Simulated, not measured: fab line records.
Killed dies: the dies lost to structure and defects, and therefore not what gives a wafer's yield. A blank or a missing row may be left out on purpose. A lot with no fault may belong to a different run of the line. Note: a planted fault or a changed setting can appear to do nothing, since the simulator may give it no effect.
Chamber matching | flow gf180mcu | GF_V2_CMP_26 on cmp-02 has 4 sister chambers
The step polishes, stops on SiO2, t overpolish 15 s, target thk 0 nm. 14 wafers are shown with their chamber, then 7 later ones without.

== WAFERS, EACH WITH ITS CHAMBER ==
wafer  | chamber | motorCurrentA (A) | timeToEndpointS (s) | overpolishRunS (s)
L621.1 | 1       | 10.5              | 90                  | 15.009
L621.3 | 0       | 11.7              | 85                  | 14.992
L621.4 | 2       | 12.2              | 84                  | 14.999
L623.2 | 1       | 11.3              | 86                  | 14.989
L623.5 | 1       | 11.1              | 86                  | 14.998
L623.6 | 2       | 12.5              | 81                  | 14.995
L624.1 | 3       | 11.7              | 83                  | 14.992
L624.4 | 1       | 10.6              | 84                  | 15.005
L624.6 | 1       | 11.3              | 84                  | 15.006
L639.3 | 2       | 13.0              | 82                  | 15.000
L639.4 | 1       | 11.2              | 83                  | 14.999
L639.6 | 2       | 12.4              | 83                  | 15.000
L640.2 | 3       | 11.3              | 81                  | 15.004
L640.5 | 0       | 11.8              | 79                  | 14.995

SIGNATURES (averages over the wafers above)
reading         | chamber 0 | chamber 1 | chamber 2 | chamber 3 | scatter within a chamber
motorCurrentA   | 11.750    | 11.000    | 12.525    | 11.500    | 0.327
timeToEndpointS | 82.00     | 85.50     | 82.50     | 82.00     | 2.38
overpolishRunS  | 14.99350  | 15.00100  | 14.99850  | 14.99800  | 0.00596
Rule: distance of a wafer from a chamber = root of the sum over the readings of ((wafer's reading minus chamber's mean) / reading's scatter) squared. If the next closest chamber is less than 2 further off than the closest, the wafer can't be placed; otherwise it belongs to the closest. The scatter: take each reading less its chamber's mean, square it, sum over the shown wafers, divide by the number of wafers less the number of chambers, and take the root.

== WAFERS MISSING THEIR CHAMBER ==
wafer  | motorCurrentA (A) | timeToEndpointS (s) | overpolishRunS (s)
L640.6 | 11.2              | 88                  | 15.005
L641.1 | 12.5              | 81                  | 14.994
L641.3 | 11.0              | 81                  | 14.989
L641.5 | 12.6              | 81                  | 15.001
L642.3 | 12.2              | 81                  | 15.000
L642.4 | 13.2              | 86                  | 14.987
L642.6 | 10.3              | 84                  | 14.995

== CHAMBER TAKEN BY EACH ==
wafer  | from the rows above          | in truth
L640.6 | can't be placed: 1 or 3      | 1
L641.1 | can't be placed: 2 or 0      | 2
L641.3 | can't be placed: 3 or 0 or 1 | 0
L641.5 | 2                            | 2
L642.3 | can't be placed: 2 or 0 or 3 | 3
L642.4 | can't be placed: 2 or 0      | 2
L642.6 | can't be placed: 1 or 3      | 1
Correct placement for 1 of the 7. Unplaceable from these rows: 6, with the true chamber sitting among the candidates in 6. 0 placed wrongly.
